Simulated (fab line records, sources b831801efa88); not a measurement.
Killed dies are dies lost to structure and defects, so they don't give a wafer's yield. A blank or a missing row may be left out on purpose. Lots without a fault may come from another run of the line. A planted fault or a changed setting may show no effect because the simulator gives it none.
Chamber matching | flow gf180mcu | GF_V4_CVD_02 on pecvd-04: 3 sister chambers
The step deposits SiO2 from TEOS, target thk 850 nm, time 94.851 s. 27 wafers are shown with their chamber, then 12 later ones without.

WAFERS WITH THEIR CHAMBER
wafer  | chamber | heater_power_w (W)
L074.2 | 0       | 722
L074.3 | 2       | 786
L074.5 | 2       | 806
L076.1 | 1       | 798
L076.3 | 1       | 658
L076.5 | 2       | 656
L078.1 | 1       | 812
L078.2 | 2       | 746
L078.3 | 0       | 698
L078.4 | 0       | 770
L078.5 | 2       | 772
L078.6 | 1       | 639
L079.1 | 0       | 735
L079.2 | 2       | 792
L079.3 | 1       | 723
L079.4 | 0       | 758
L079.5 | 1       | 776
L079.6 | 2       | 637
L082.1 | 0       | 786
L082.2 | 1       | 762
L082.3 | 2       | 688
L082.4 | 1       | 816
L082.5 | 2       | 747
L082.6 | 0       | 634
L084.1 | 0       | 733
L084.2 | 2       | 675
L084.6 | 1       | 771

SIGNATURES (means of the wafers above)
reading        | chamber 0 | chamber 1 | chamber 2 | scatter within a chamber
heater_power_w | 729.50    | 750.56    | 730.50    | 58.8
Rule: a wafer's distance from a chamber is the root of the sum, over the readings, of the square of ((its reading less the chamber's mean) divided by the reading's scatter). The wafer belongs to the nearest chamber; if the next one is less than 2 further off, it can't be placed. The scatter: the root of (the sum of the squares of (reading less its chamber's mean) over the shown wafers, divided by (wafers less chambers)).

WAFERS WITHOUT THEIR CHAMBER
wafer  | heater_power_w (W)
L086.2 | 665
L086.5 | 722
L086.6 | 777
L087.1 | 778
L087.4 | 634
L087.6 | 636
L091.1 | 789
L091.2 | 765
L091.3 | 777
L094.1 | 671
L094.5 | 745
L094.6 | 709

WHICH CHAMBER EACH WENT THROUGH
wafer  | from the rows above          | in truth
L086.2 | can't be placed: 0 or 2 or 1 | 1
L086.5 | can't be placed: 0 or 2 or 1 | 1
L086.6 | can't be placed: 1 or 2 or 0 | 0
L087.1 | can't be placed: 1 or 2 or 0 | 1
L087.4 | can't be placed: 0 or 2 or 1 | 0
L087.6 | can't be placed: 0 or 2 or 1 | 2
L091.1 | can't be placed: 1 or 2 or 0 | 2
L091.2 | can't be placed: 1 or 2 or 0 | 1
L091.3 | can't be placed: 1 or 2 or 0 | 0
L094.1 | can't be placed: 0 or 2 or 1 | 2
L094.5 | can't be placed: 1 or 2 or 0 | 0
L094.6 | can't be placed: 0 or 2 or 1 | 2
Placed correctly: 0 of 12. Can't be placed from these rows: 12 (the true chamber is among the candidates in 12). Placed wrongly: 0.
